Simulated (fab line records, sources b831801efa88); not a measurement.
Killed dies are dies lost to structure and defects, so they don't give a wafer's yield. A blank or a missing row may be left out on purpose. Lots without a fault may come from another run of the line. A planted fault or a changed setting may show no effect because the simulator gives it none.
fab line records | flow sky130
record lots=5 wafers=15 last_day=50
route steps=708 shown LI_CONTACT@363 LOCAL_INTERCONNECT@387
lots that met no fault: from a run of the same line without faults
start_h: hours from the record's first day to the start of the lot's first wafer shown | wait_h: hours since the lot's step before | " the same as in the row above | L1.1+2: a row that stands for several wafers | - no value, or no start given | * or withheld: withheld | < > ~ a bound
route shown NAME@n: a module of which the file shows steps, and the number in the route of the first | usual: mean/standard deviation of fault-free wafers | same: alike in all rows | chamber/n: place in a boat | sites: the reading at each site | _std_site: their standard deviation | _edge_site: outer sites' mean less inner sites' | radius_mm: how far each site lies from the wafer's centre | mask NAME#n: copy n | behind: the tool/chamber that last shaped the wafer | hold: why the lot was held/for how many hours/how that ended | device: the transistor (n, p or np) that didn't switch | end of line: the same wafers' tests at the end of the route | a step without rows: its recipe alone | killed: dies lost to structure and defects at the first sort, not the wafer's yield | map: a wafer's dies, x killed, . not, _ none there
set.NAME: the setting as run; set.NAME@STEP: as run at that earlier step | model.NAME: the simulator's own value behind a step, which no gauge read
lots at some steps of the route; a table a step, a row a wafer
services: from which hour (start_h, from the record's first day; less than 0 if before it) a tool's chamber was out of use, for how many hours, and why
## steps
# step SKY_LI_CONTACT_THK_MEAS_01
# recipe reads=PSG_of_LI_CONTACT_HDPCVD_00
# usual LI_CONTACT_HDPCVD_THK=925/11
# columns lot.wafer tool chamber start_h wait_h LI_CONTACT_HDPCVD_THK[nm]
L079.3 film_metro-03 - 692.81 0.1 919
L079.4 " - " " 926
L079.5 " - " " 907
L091.1 film_metro-03 - 784.38 0.1 923
L091.4 " - " " 919
L091.5 " - " " 925
L092.1 film_metro-04 - 791.76 0.1 944
L092.2 " - " " 933
L092.5 " - " " 932
L093.1 film_metro-04 - 798.16 0.1 922
L093.3 " - " " 914
L093.4 " - " " 926
L095.1 film_metro-03 - 815.25 0.1 924
L095.2 " - " " 937
L095.6 " - " " 920
# step SKY_LI_CONTACT_CMP_02
# recipe material=PSG down_force_psi=4 platen_rpm=60 pad_velocity_m_s=0.94248
# usual motor_current_A=11.5/1 time_to_endpoint_s=32/3.1
# columns lot.wafer tool chamber start_h wait_h motor_current_A time_to_endpoint_s
L079.3 cmp-01 1 692.85 0.0 10.8 33
L079.4 " 3 " " 13.8 36
L079.5 " 1 " " 10.7 31
L091.1 cmp-02 0 784.44 0.1 10.8 32
L091.4 " 3 " " 11.3 27
L091.5 " 1 " " 10.9 29
L092.1 cmp-02 2 791.82 0.1 12.1 31
L092.2 " 1 " " 11.3 31
L092.5 " 2 " " 11.8 30
L093.3 cmp-01 0 798.27 0.1 13.0 31
L093.1 " 1 " " 10.6 29
L093.4 " 2 " " 10.9 33
L095.2 cmp-02 3 815.31 0.0 11.0 28
L095.1 " 2 " " 11.2 29
L095.6 " 0 " " 10.6 30
# step SKY_LI_CONTACT_BOW_MEAS_03
# recipe mode=bow
# usual LI_CONTACT_BOW=56/6.6
# columns lot.wafer tool chamber start_h wait_h LI_CONTACT_BOW[um]
L079.3 film_metro-04 - 693.19 0.3 55
L079.4 " - " " 48
L079.5 " - " " 60
L091.1 film_metro-03 - 784.74 0.2 57
L091.4 " - " " 56
L091.5 " - " " 47
L092.1 film_metro-02 - 792.12 0.2 62
L092.2 " - " " 70
L092.5 " - " " 56
L093.1 film_metro-04 - 798.52 0.1 58
L093.3 " - " " 60
L093.4 " - " " 51
L095.1 film_metro-02 - 815.61 0.1 56
L095.2 " - " " 61
L095.6 " - " " 64
# step SKY_LI_CONTACT_DEHYDRATE_04
# recipe temp_c=200 time_s=60
# usual plate_temp_C=199.98/0.14
# columns lot.wafer tool chamber start_h wait_h plate_temp_C
L079.3 litho_track-01 0 706.25 13.0 200.04
L079.4 " 0 " " 199.93
L079.5 " 0 " " 200.02
L091.1 litho_track-03 0 797.54 12.8 200.04
L091.4 " 0 " " 200.15
L091.5 " 0 " " 199.96
L092.1 litho_track-01 0 804.75 12.6 200.26
L092.2 " 0 " " 199.81
L092.5 " 0 " " 200.04
L093.1 litho_track-03 0 810.99 12.5 199.91
L093.3 " 0 " " 199.83
L093.4 " 0 " " 200.00
L095.1 litho_track-01 0 827.65 12.0 200.05
L095.2 " 0 " " 200.09
L095.6 " 0 " " 200.07
# step SKY_LI_CONTACT_HMDS_05
# recipe prime_time_s=60 prime_temp_c=120
# columns lot.wafer tool chamber start_h wait_h
L079.3+4+5 litho_track-01 0 706.40 0.1
L091.1+4+5 litho_track-03 0 797.69 0.1
L092.1+2+5 litho_track-01 0 804.90 0.1
L093.1+3+4 litho_track-03 0 811.14 0.1
L095.1+2+6 litho_track-01 0 827.80 0.1
# step SKY_LI_CONTACT_COAT_06
# recipe resist=BARC temp_c=withheld time_s=withheld spin_rpm=3000 resist_thk_nm=60
# columns lot.wafer tool chamber start_h wait_h
L079.3+4+5 litho_track-01 0 706.55 0.1
L091.1+4+5 litho_track-03 0 797.84 0.1
L092.1+2+5 litho_track-01 0 805.05 0.1
L093.1+3+4 litho_track-03 0 811.29 0.1
L095.1+2+6 litho_track-01 0 827.95 0.1
# step SKY_LI_CONTACT_COAT_07
# recipe resist=KrF-thick spin_rpm=3000 resist_thk_nm=450
# columns lot.wafer tool chamber start_h wait_h
L079.3+4+5 litho_track-01 0 - -
L091.1+4+5 litho_track-03 0 - -
L092.1+2+5 litho_track-01 0 - -
L093.1+3+4 litho_track-03 0 - -
L095.1+2+6 litho_track-01 0 - -
# step SKY_LI_CONTACT_SOFTBAKE_08
# recipe temp_c=100 time_s=90 resist=KrF-thick
# usual plate_temp_C=99.97/0.13
# columns lot.wafer tool chamber start_h wait_h plate_temp_C
L079.3 litho_track-01 0 - - 100.07
L079.4 " 0 " " 99.90
L079.5 " 0 " " 99.85
L091.1 litho_track-03 0 - - 99.92
L091.4 " 0 " " 99.87
L091.5 " 0 " " 100.11
L092.1 litho_track-01 0 - - 100.13
L092.2 " 0 " " 100.33
L092.5 " 0 " " 100.33
L093.1 litho_track-03 0 - - 100.04
L093.3 " 0 " " 100.16
L093.4 " 0 " " 99.93
L095.1 litho_track-01 0 - - 99.80
L095.2 " 0 " " 99.67
L095.6 " 0 " " 99.70
# step SKY_LI_CONTACT_EXPOSE_09
# recipe mask_id=LICM1 na=0.8 source_shape=annular sigma_inner=0.55 sigma_outer=0.85 target_cd_nm=170 dose_mj=38
# usual stage_vel_mm_s=499.95/0.27
# columns lot.wafer tool chamber start_h wait_h mask stage_vel_mm_s
L079.3 krf_scanner-02 0 - - LICM1#0 499.62
L079.4 " 0 " " LICM1#0 499.86
L079.5 " 0 " " LICM1#0 500.18
L091.1 krf_scanner-02 0 - - LICM1#0 499.97
L091.4 " 0 " " LICM1#0 499.57
L091.5 " 0 " " LICM1#0 500.06
L092.1 krf_scanner-02 0 - - LICM1#0 500.05
L092.2 " 0 " " LICM1#0 500.26
L092.5 " 0 " " LICM1#0 500.10
L093.1 krf_scanner-01 0 - - LICM1#0 499.85
L093.3 " 0 " " LICM1#0 499.93
L093.4 " 0 " " LICM1#0 499.92
L095.1 krf_scanner-02 0 - - LICM1#0 499.99
L095.2 " 0 " " LICM1#0 500.59
L095.6 " 0 " " LICM1#0 500.06
# step SKY_LI_CONTACT_PEB_10
# recipe peb_temp_c=withheld peb_time_s=withheld resist=KrF-thick
# columns lot.wafer tool chamber start_h wait_h
L079.3+4+5 litho_track-03 0 - -
L091.1+4+5 litho_track-03 0 - -
L092.1+2+5 litho_track-01 0 - -
L093.1+3+4 litho_track-01 0 - -
L095.1+2+6 litho_track-02 0 - -
# step SKY_LI_CONTACT_DEVELOP_11
# recipe develop_time_s=60 resist=KrF-thick dev_temp_c=21
# columns lot.wafer tool chamber start_h wait_h
L079.3+4+5 litho_track-03 0 - -
L091.1+4+5 litho_track-03 0 - -
L092.1+2+5 litho_track-01 0 - -
L093.1+3+4 litho_track-01 0 - -
L095.1+2+6 litho_track-02 0 - -
# step SKY_LI_CONTACT_CD_MEAS_12
# recipe target_cd_nm=170
# usual cd_nm=170.5/1.4
# columns lot.wafer tool chamber start_h wait_h cd_nm
L079.3 cd_sem-02 - 720.08 - 168.1
L079.4 " - " " 168.1
L079.5 " - " " 168.4
L091.1 cd_sem-01 - 810.99 - 170.1
L091.4 " - " " 169.3
L091.5 " - " " 168.7
L092.1 cd_sem-01 - 818.80 - 170.0
L092.2 " - " " 170.0
L092.5 " - " " 169.5
L093.1 cd_sem-01 - 824.65 - 171.7
L093.3 " - " " 171.0
L093.4 " - " " 171.5
L095.1 cd_sem-01 - 840.52 - 170.2
L095.2 " - " " 169.2
L095.6 " - " " 170.2
# step SKY_LI_CONTACT_OVL_MEAS_13
# usual LI_CONTACT_OVL=1/5.8
# columns lot.wafer tool chamber start_h wait_h LI_CONTACT_OVL[nm]
L079.3 overlay-02 - 720.17 0.1 7
L079.4 " - " " 6
L079.5 " - " " 6
L091.1 overlay-02 - 811.11 0.1 -6
L091.4 " - " " -16
L091.5 " - " " -8
L092.1 overlay-02 - 818.92 0.1 2
L092.2 " - " " 3
L092.5 " - " " 6
L093.1 overlay-01 - 824.77 0.1 -4
L093.3 " - " " 7
L093.4 " - " " -2
L095.1 overlay-02 - 840.64 0.1 -7
L095.2 " - " " -4
L095.6 " - " " -5
# step SKY_LI_CONTACT_ETCH_14
# recipe chemistry=N2/H2 target=BARC ion_energy_ev=200 source_w=500 bias_w=100 pressure_mtorr=30 n2_flow_sccm=100 h2_flow_sccm=200 stop_on=SiO2 time_s=45.9 target_depth_a=600
# usual bias_w=100.0/0.31 drypump_motor_current_A=5.8/0.33 oes_product_au=0.855/0.0047 throttle_valve_pct=13.225/0.0094
# columns lot.wafer tool chamber start_h wait_h bias_w drypump_motor_current_A oes_product_au rf_hours_counter_h throttle_valve_pct
L079.3 rie_diel-02 3 720.19 0.0 99.9 5.9 0.855 3 13.233
L079.4 " 2 " " 99.8 5.7 0.856 6 13.235
L079.5 " 1 " " 100.2 5.6 0.855 - 13.232
L091.1 rie_diel-02 2 811.15 0.0 100.1 5.8 0.855 8 13.219
L091.4 " 3 " " 99.9 5.9 0.847 - 13.230
L091.5 " 2 " " 100.0 5.8 0.859 - 13.226
L092.1 rie_diel-02 3 818.96 0.0 100.8 5.9 0.867 4 13.209
L092.2 " 0 " " 99.4 5.5 0.861 3 13.240
L092.5 " 3 " " 100.5 5.9 0.856 - 13.227
L093.1 rie_diel-04 2 824.81 0.0 100.0 5.3 0.857 17 13.217
L093.3 " 3 " " 100.5 6.3 0.851 12 13.233
L093.4 " 1 " " 99.6 6.1 0.855 2 13.237
L095.1 rie_diel-02 3 840.67 0.0 100.0 5.9 0.850 5 13.220
L095.2 " 0 " " 99.4 5.5 0.856 4 13.214
L095.6 " 2 " " 100.4 5.8 0.857 - 13.227
# step SKY_LI_CONTACT_ETCH_15
# recipe target=PSG chemistry=C4F8/O2/Ar stop_on=Si taper_deg=4.15 mask_material=KrF-thick source_w=1500 bias_w=1200 pressure_mtorr=40 c4f8_flow_sccm=withheld O2_flow_sccm=6 Ar_flow_sccm=300 time_s=withheld target_depth_a=6000
# usual bias_w=1200/3.5 oes_product_au=0.837/0.0047
# columns lot.wafer tool chamber start_h wait_h bias_w oes_product_au
L079.3 rie_diel-02 3 720.24 0.0 1204 0.834
L079.4 " 2 " " 1202 0.834
L079.5 " 1 " " 1205 0.848
L091.1 rie_diel-02 2 811.19 0.0 1205 0.845
L091.4 " 3 " " 1204 0.837
L091.5 " 2 " " 1200 0.837
L092.1 rie_diel-02 3 819.00 0.0 1199 0.832
L092.2 " 0 " " 1203 0.844
L092.5 " 3 " " 1201 0.835
L093.1 rie_diel-04 2 824.85 0.0 1199 0.837
L093.3 " 3 " " 1198 0.829
L093.4 " 1 " " 1203 0.842
L095.1 rie_diel-02 3 840.71 0.0 1199 0.831
L095.2 " 0 " " 1198 0.833
L095.6 " 2 " " 1201 0.840
# step SKY_LI_CONTACT_STRIP_16
# recipe chemistry=O2/N2 power_w=1400 pressure_mtorr=1500 platen_temp_c=withheld o2_flow_sccm=3000 n2_flow_sccm=300 overash_fraction=0.5
# usual drypump_motor_current_A=5.5/0.3 oes_product_au=0.377/0.0049 strip_time_to_endpoint_s=3.52/0.043
# columns lot.wafer tool chamber start_h wait_h drypump_motor_current_A oes_product_au rf_hours_counter_h strip_time_to_endpoint_s
L079.3 plasma_asher-02 0 720.36 - 6.1 0.376 - 3.51
L079.4 " 1 " " 5.4 0.371 - 3.51
L079.5 " 1 " " 5.4 0.378 - 3.51
L091.1 plasma_asher-01 0 811.27 - 5.3 0.375 37 3.49
L091.4 " 1 " " 5.8 0.368 - 3.43
L091.5 " 0 " " 5.3 0.369 - 3.48
L092.1 plasma_asher-03 0 819.09 - 5.4 0.376 97 3.47
L092.2 " 1 " " 5.2 0.378 97 3.50
L092.5 " 1 " " 5.2 0.379 - 3.51
L093.1 plasma_asher-02 0 824.94 - 6.1 0.384 9 3.52
L093.3 " 0 " " 6.1 0.381 - 3.53
L093.4 " 1 " " 5.3 0.369 - 3.49
L095.1 plasma_asher-02 0 840.80 - 6.0 0.368 11 3.47
L095.2 " 1 " " 5.3 0.379 11 3.50
L095.6 " 0 " " 6.1 0.380 - 3.52
# step SKY_LI_CONTACT_CLEAN_17
# recipe chemistry=NMP time_s=600 temp_c=60 dry=n2_spin
# columns lot.wafer tool chamber start_h wait_h
L079.3+4+5 wet_bench-01 0 720.42 0.0
L091.1+4+5 wet_bench-01 0 811.37 0.1
L092.1+2+5 wet_bench-03 0 819.19 0.1
L093.1+3+4 wet_bench-03 3 825.04 0.1
L095.1+2+6 wet_bench-03 3 840.90 0.1
# step SKY_LI_CONTACT_PRE_CLEAN_18
# recipe gas=Ar time_s=5.6 bias_v=358
# columns lot.wafer tool chamber start_h wait_h
L079.3+4+5 pvd_sputter-01 - 720.60 0.0
L091.1+4+5 pvd_sputter-01 - 811.56 0.0
L092.1+2+5 pvd_sputter-02 - 819.38 0.0
L093.1+3+4 pvd_sputter-01 - 825.23 0.0
L095.1+2+6 pvd_sputter-02 - 841.07 0.0
# step SKY_LI_CONTACT_SPUTTER_19
# recipe material=Ti target_thk_nm=20 chamber_pressure_pa=5 power_w=2500 substrate_temp_c=200 time_s=106.37
# usual chamber_pressure_pa=5.000/0.0086 throttle_valve_pct=29.7/0.93
# columns lot.wafer tool chamber start_h wait_h chamber_pressure_pa throttle_valve_pct
L079.3 pvd_sputter-01 - 720.62 0.0 4.998 29.9
L079.4 " - " " 4.994 30.5
L079.5 " - " " 4.992 30.5
L091.1 pvd_sputter-01 - 811.58 0.0 4.996 30.8
L091.4 " - " " 5.003 30.1
L091.5 " - " " 5.004 30.4
L092.1 pvd_sputter-02 - 819.40 0.0 5.007 28.9
L092.2 " - " " 4.993 28.8
L092.5 " - " " 5.004 28.8
L093.1 pvd_sputter-01 - 825.25 0.0 5.003 30.6
L093.3 " - " " 5.015 30.3
L093.4 " - " " 5.002 30.0
L095.1 pvd_sputter-02 - 841.09 0.0 4.997 28.8
L095.2 " - " " 5.005 28.2
L095.6 " - " " 5.009 28.6
# step SKY_LI_CONTACT_SPUTTER_20
# recipe material=TiN target_thk_nm=20 chamber_pressure_pa=5 power_w=4000 time_s=80
# usual chamber_pressure_pa=5.000/0.01 throttle_valve_pct=29.6/0.94
# columns lot.wafer tool chamber start_h wait_h chamber_pressure_pa throttle_valve_pct
L079.3 pvd_sputter-01 - 720.69 0.0 5.012 30.1
L079.4 " - " " 5.015 30.2
L079.5 " - " " 4.998 30.9
L091.1 pvd_sputter-01 - 811.66 0.0 4.986 30.9
L091.4 " - " " 4.979 30.1
L091.5 " - " " 4.994 29.8
L092.1 pvd_sputter-02 - 819.47 0.0 5.002 28.6
L092.2 " - " " 4.997 28.3
L092.5 " - " " 5.008 28.6
L093.1 pvd_sputter-01 - 825.32 0.0 5.000 30.5
L093.3 " - " " 4.999 30.3
L093.4 " - " " 4.987 29.8
L095.1 pvd_sputter-02 - 841.17 0.0 4.999 28.9
L095.2 " - " " 5.018 28.3
L095.6 " - " " 5.005 28.5
# step SKY_LI_CONTACT_CVD_21
# recipe material=W target_thk_nm=400 time_s=120.56 temp_c=400 pressure_torr=40
# usual heater_power_w=876/120
# columns lot.wafer tool chamber start_h wait_h heater_power_w
L079.3 cvd_w-01 1 720.80 0.1 1109
L079.4 " 0 " " 982
L079.5 " 0 " " 982
L091.1 cvd_w-02 0 811.72 0.0 788
L091.4 " 0 " " 777
L091.5 " 1 " " 796
L092.1 cvd_w-02 0 819.53 0.0 812
L092.2 " 1 " " 805
L092.5 " 1 " " 790
L093.1 cvd_w-02 0 825.38 0.0 794
L093.3 " 0 " " 757
L093.4 " 1 " " 787
L095.1 cvd_w-01 1 841.23 0.0 1102
L095.2 " 0 " " 983
L095.6 " 1 " " 1106
# step SKY_LI_CONTACT_RS_MEAS_22
# recipe thk_meas_gauge=four-point-probe reads=W_of_LI_CONTACT_CVD_21+TiN_of_LI_CONTACT_SPUTTER_20+Ti_of_LI_CONTACT_SPUTTER_19
# usual LI_CONTACT_W_RS=0.2846/0.0028
# columns lot.wafer tool chamber start_h wait_h LI_CONTACT_W_RS[ohm/sq]
L079.3 film_metro-03 - 720.92 0.1 0.2834
L079.4 " - " " 0.2824
L079.5 " - " " 0.2833
L091.1 film_metro-02 - 811.85 0.1 0.2823
L091.4 " - " " 0.2815
L091.5 " - " " 0.2882
L092.1 film_metro-02 - 819.66 0.1 0.2803
L092.2 " - " " 0.2854
L092.5 " - " " 0.2888
L093.1 film_metro-02 - 825.51 0.1 0.2839
L093.3 " - " " 0.2836
L093.4 " - " " 0.2877
L095.1 film_metro-04 - 841.36 0.1 0.2885
L095.2 " - " " 0.2858
L095.6 " - " " 0.2871
# step SKY_LI_CONTACT_THK_MEAS_23
# recipe thk_meas_gauge=xrf reads=W_of_LI_CONTACT_CVD_21
# usual LI_CONTACT_W_THK=403/5.8
# columns lot.wafer tool chamber start_h wait_h LI_CONTACT_W_THK[nm]
L079.3 film_metro-03 - 721.02 0.1 405
L079.4 " - " " 410
L079.5 " - " " 411
L091.1 film_metro-02 - 811.97 0.1 406
L091.4 " - " " 405
L091.5 " - " " 397
L092.1 film_metro-02 - 819.78 0.1 403
L092.2 " - " " 391
L092.5 " - " " 389
L093.1 film_metro-02 - 825.63 0.1 398
L093.3 " - " " 397
L093.4 " - " " 390
L095.1 film_metro-04 - 841.48 0.1 403
L095.2 " - " " 404
L095.6 " - " " 404
# step SKY_LI_CONTACT_CMP_24
# recipe stop_on=PSG t_overpolish_s=20 down_force_psi=3.5 platen_rpm=60 target_thk_nm=0 pad_velocity_m_s=0.94248
# usual motor_current_A=10.8/1.1 overpolish_run_s=20.000/0.0092 time_to_endpoint_s=96/4.2
# columns lot.wafer tool chamber start_h wait_h motor_current_A overpolish_run_s time_to_endpoint_s
L079.3 cmp-01 0 721.06 0.0 11.9 19.992 106
L079.4 " 2 " " 10.2 20.000 105
L079.5 " 0 " " 12.0 20.005 106
L091.4 cmp-01 1 812.03 0.0 10.2 19.992 89
L091.1 " 0 " " 12.5 20.008 99
L091.5 " 2 " " 10.3 19.990 94
L092.1 cmp-01 3 819.84 0.1 12.5 19.986 99
L092.2 " 1 " " 10.1 20.017 91
L092.5 " 0 " " 11.8 19.997 94
L093.1 cmp-01 3 825.74 0.1 12.4 20.007 97
L093.3 " 0 " " 11.9 19.990 98
L093.4 " 1 " " 9.9 19.998 92
L095.1 cmp-02 0 841.64 0.1 10.6 19.993 89
L095.2 " 1 " " 10.2 19.999 90
L095.6 " 3 " " 10.1 20.001 86
# step SKY_LOCAL_INTERCONNECT_SPUTTER_00
# recipe material=TiN target_thk_nm=100 temp_c=300 power_w=6500 time_s=83.3 chamber_pressure_pa=0.4
# usual chamber_pressure_pa=0.4001/0.00091 throttle_valve_pct=29.9/0.9
# columns lot.wafer tool chamber start_h wait_h chamber_pressure_pa throttle_valve_pct
L079.3 pvd_sputter-04 - 721.36 0.2 0.4011 29.9
L079.4 " - " " 0.3999 31.5
L079.5 " - " " 0.3998 29.8
L091.1 pvd_sputter-01 - 812.33 0.1 0.4008 30.5
L091.4 " - " " 0.3992 29.8
L091.5 " - " " 0.4007 30.4
L092.1 pvd_sputter-03 - 820.14 0.2 0.4007 27.9
L092.2 " - " " 0.4001 31.0
L092.5 " - " " 0.3989 29.4
L093.1 pvd_sputter-04 - 825.99 0.2 0.4006 31.6
L093.3 " - " " 0.4003 29.4
L093.4 " - " " 0.4002 30.0
L095.1 pvd_sputter-01 - 841.84 0.1 0.3988 30.0
L095.2 " - " " 0.3995 30.4
L095.6 " - " " 0.3999 30.6
# step SKY_LOCAL_INTERCONNECT_RS_MEAS_01
# recipe thk_meas_gauge=four-point-probe reads=TiN_of_LOCAL_INTERCONNECT_SPUTTER_00
# usual LOCAL_INTERCONNECT_TIN_RS=14.05/0.13
# columns lot.wafer tool chamber start_h wait_h LOCAL_INTERCONNECT_TIN_RS[ohm/sq]
L079.3 film_metro-04 - 721.46 0.1 14.00
L079.4 " - " " 14.01
L079.5 " - " " 14.20
L091.1 film_metro-01 - 812.39 0.0 13.71
L091.4 " - " " 13.71
L091.5 " - " " 13.87
L092.1 film_metro-02 - 820.20 0.0 14.17
L092.2 " - " " 14.12
L092.5 " - " " 14.19
L093.1 film_metro-01 - 826.05 0.0 13.99
L093.3 " - " " 13.93
L093.4 " - " " 13.91
L095.1 film_metro-01 - 841.90 0.0 13.91
L095.2 " - " " 14.06
L095.6 " - " " 14.16
# step SKY_LOCAL_INTERCONNECT_THK_MEAS_02
# recipe thk_meas_gauge=xrf reads=TiN_of_LOCAL_INTERCONNECT_SPUTTER_00
# usual LOCAL_INTERCONNECT_TIN_THK=98.7/1.2
# columns lot.wafer tool chamber start_h wait_h LOCAL_INTERCONNECT_TIN_THK[nm]
L079.3 film_metro-04 - 721.56 0.1 99.5
L079.4 " - " " 99.4
L079.5 " - " " 98.6
L091.1 film_metro-01 - 812.51 0.1 101.8
L091.4 " - " " 101.8
L091.5 " - " " 100.6
L092.1 film_metro-02 - 820.32 0.1 96.8
L092.2 " - " " 97.0
L092.5 " - " " 96.5
L093.1 film_metro-01 - 826.17 0.1 99.1
L093.3 " - " " 99.6
L093.4 " - " " 99.7
L095.1 film_metro-01 - 842.02 0.1 100.4
L095.2 " - " " 99.1
L095.6 " - " " 98.8
# step SKY_LOCAL_INTERCONNECT_DEHYDRATE_03
# recipe temp_c=200 time_s=60
# usual plate_temp_C=200.05/0.16
# columns lot.wafer tool chamber start_h wait_h plate_temp_C
L079.3 litho_track-03 0 734.69 13.1 200.17
L079.4 " 0 " " 200.19
L079.5 " 0 " " 200.17
L091.1 litho_track-02 0 825.22 12.7 200.07
L091.4 " 0 " " 200.00
L091.5 " 0 " " 199.74
L092.1 litho_track-04 0 832.63 12.3 200.29
L092.2 " 0 " " 200.23
L092.5 " 0 " " 200.06
L093.1 litho_track-02 0 837.82 11.6 200.05
L093.3 " 0 " " 199.99
L093.4 " 0 " " 199.90
L095.1 litho_track-03 0 854.64 12.6 200.05
L095.2 " 0 " " 199.88
L095.6 " 0 " " 200.06
# step SKY_LOCAL_INTERCONNECT_HMDS_04
# recipe prime_time_s=60 prime_temp_c=120
# columns lot.wafer tool chamber start_h wait_h
L079.3+4+5 litho_track-03 0 734.84 0.1
L091.1+4+5 litho_track-02 0 825.37 0.1
L092.1+2+5 litho_track-04 0 832.78 0.1
L093.1+3+4 litho_track-02 0 837.97 0.1
L095.1+2+6 litho_track-03 0 854.79 0.1
# step SKY_LOCAL_INTERCONNECT_COAT_05
# recipe resist=BARC temp_c=withheld time_s=withheld spin_rpm=3000 resist_thk_nm=60
# columns lot.wafer tool chamber start_h wait_h
L079.3+4+5 litho_track-03 0 734.99 0.1
L091.1+4+5 litho_track-02 0 825.52 0.1
L092.1+2+5 litho_track-04 0 832.93 0.1
L093.1+3+4 litho_track-02 0 838.12 0.1
L095.1+2+6 litho_track-03 0 854.94 0.1
# step SKY_LOCAL_INTERCONNECT_COAT_06
# recipe resist=KrF-thick spin_rpm=3000 resist_thk_nm=450
# columns lot.wafer tool chamber start_h wait_h
L079.3+4+5 litho_track-03 0 - -
L091.1+4+5 litho_track-02 0 - -
L092.1+2+5 litho_track-04 0 - -
L093.1+3+4 litho_track-02 0 - -
L095.1+2+6 litho_track-03 0 - -
# step SKY_LOCAL_INTERCONNECT_SOFTBAKE_07
# recipe temp_c=100 time_s=90 resist=KrF-thick
# usual plate_temp_C=100.00/0.13
# columns lot.wafer tool chamber start_h wait_h plate_temp_C
L079.3 litho_track-03 0 - - 100.01
L079.4 " 0 " " 100.00
L079.5 " 0 " " 99.71
L091.1 litho_track-02 0 - - 100.11
L091.4 " 0 " " 100.02
L091.5 " 0 " " 100.12
L092.1 litho_track-04 0 - - 99.93
L092.2 " 0 " " 100.03
L092.5 " 0 " " 100.10
L093.1 litho_track-02 0 - - 100.23
L093.3 " 0 " " 99.97
L093.4 " 0 " " 99.93
L095.1 litho_track-03 0 - - 99.82
L095.2 " 0 " " 99.78
L095.6 " 0 " " 99.81
# step SKY_LOCAL_INTERCONNECT_EXPOSE_08
# recipe mask_id=LI1M na=0.8 source_shape=annular sigma_inner=0.55 sigma_outer=0.85 target_cd_nm=170 dose_mj=28
# usual stage_vel_mm_s=500.02/0.24
# columns lot.wafer tool chamber start_h wait_h mask stage_vel_mm_s
L079.3 krf_scanner-02 0 - - LI1M#0 500.14
L079.4 " 0 " " LI1M#0 500.36
L079.5 " 0 " " LI1M#0 500.23
L091.1 krf_scanner-01 0 - - LI1M#0 500.13
L091.4 " 0 " " LI1M#0 499.85
L091.5 " 0 " " LI1M#0 499.88
L092.1 krf_scanner-01 0 - - LI1M#0 500.42
L092.2 " 0 " " LI1M#0 500.29
L092.5 " 0 " " LI1M#0 500.37
L093.1 krf_scanner-02 0 - - LI1M#0 499.75
L093.3 " 0 " " LI1M#0 499.65
L093.4 " 0 " " LI1M#0 499.86
L095.1 krf_scanner-02 0 - - LI1M#0 500.02
L095.2 " 0 " " LI1M#0 499.96
L095.6 " 0 " " LI1M#0 500.27
# step SKY_LOCAL_INTERCONNECT_PEB_09
# recipe peb_temp_c=withheld peb_time_s=withheld resist=KrF-thick
# columns lot.wafer tool chamber start_h wait_h
L079.3+4+5 litho_track-02 0 - -
L091.1+4+5 litho_track-03 0 - -
L092.1+2+5 litho_track-04 0 - -
L093.1+3+4 litho_track-02 0 - -
L095.1+2+6 litho_track-04 0 - -
# step SKY_LOCAL_INTERCONNECT_DEVELOP_10
# recipe develop_time_s=60 resist=KrF-thick dev_temp_c=21
# columns lot.wafer tool chamber start_h wait_h
L079.3+4+5 litho_track-02 0 - -
L091.1+4+5 litho_track-03 0 - -
L092.1+2+5 litho_track-04 0 - -
L093.1+3+4 litho_track-02 0 - -
L095.1+2+6 litho_track-04 0 - -
# step SKY_LOCAL_INTERCONNECT_CD_MEAS_11
# recipe target_cd_nm=170
# usual cd_nm=169.6/1.4
# columns lot.wafer tool chamber start_h wait_h cd_nm
L079.3 cd_sem-01 - 748.25 - 167.5
L079.4 " - " " 170.7
L079.5 " - " " 168.5
L091.1 cd_sem-01 - 838.55 - 169.2
L091.4 " - " " 168.3
L091.5 " - " " 169.7
L092.1 cd_sem-01 - 846.03 - 169.4
L092.2 " - " " 170.5
L092.5 " - " " 169.9
L093.1 cd_sem-01 - 852.27 - 168.7
L093.3 " - " " 167.8
L093.4 " - " " 169.9
L095.1 cd_sem-01 - 868.54 - 168.5
L095.2 " - " " 167.6
L095.6 " - " " 166.2
# step SKY_LOCAL_INTERCONNECT_OVL_MEAS_12
# usual LOCAL_INTERCONNECT_OVL=3/5.5
# columns lot.wafer tool chamber start_h wait_h LOCAL_INTERCONNECT_OVL[nm]
L079.3 overlay-01 - 748.35 0.1 -6
L079.4 " - " " -5
L079.5 " - " " -8
L091.1 overlay-01 - 838.67 0.1 7
L091.4 " - " " 13
L091.5 " - " " 5
L092.1 overlay-02 - 846.15 0.1 3
L092.2 " - " " 2
L092.5 " - " " 4
L093.1 overlay-01 - 852.39 0.1 3
L093.3 " - " " -4
L093.4 " - " " 6
L095.1 overlay-02 - 868.66 0.1 -5
L095.2 " - " " -3
L095.6 " - " " -3
## services
# columns tool chamber start_h hours kind
krf_scanner-02 - 671.98 7.2 pm
rie_diel-02 - 672.59 2.8 pm
cmp-01 - 674.99 3.4 repair
cmp-01 - 679.41 2.8 repair
krf_scanner-02 - 688.20 1.2 repair
pvd_sputter-02 - 695.37 6.8 repair
krf_scanner-02 - 695.88 1.0 pm
cmp-01 - 719.73 0.6 repair
rie_diel-02 3 730.94 8.2 repair
rie_diel-02 0 749.66 1.3 repair
krf_scanner-02 - 761.37 0.8 pm
krf_scanner-02 - 765.07 4.4 pm
krf_scanner-02 - 783.09 0.1 repair
rie_diel-02 3 801.68 1.6 repair
rie_diel-02 - 803.86 1.3 repair
krf_scanner-02 - 807.26 0.5 repair
krf_scanner-02 - 810.18 2.4 repair
pvd_sputter-01 - 818.33 4.8 repair
krf_scanner-02 - 824.06 1.3 pm
rie_diel-02 3 830.87 9.3 repair
krf_scanner-02 - 834.96 3.6 pm
rie_diel-02 0 850.64 8.4 repair
rie_diel-02 2 850.67 4.4 repair
krf_scanner-02 - 864.91 1.0 pm
## key
fault none
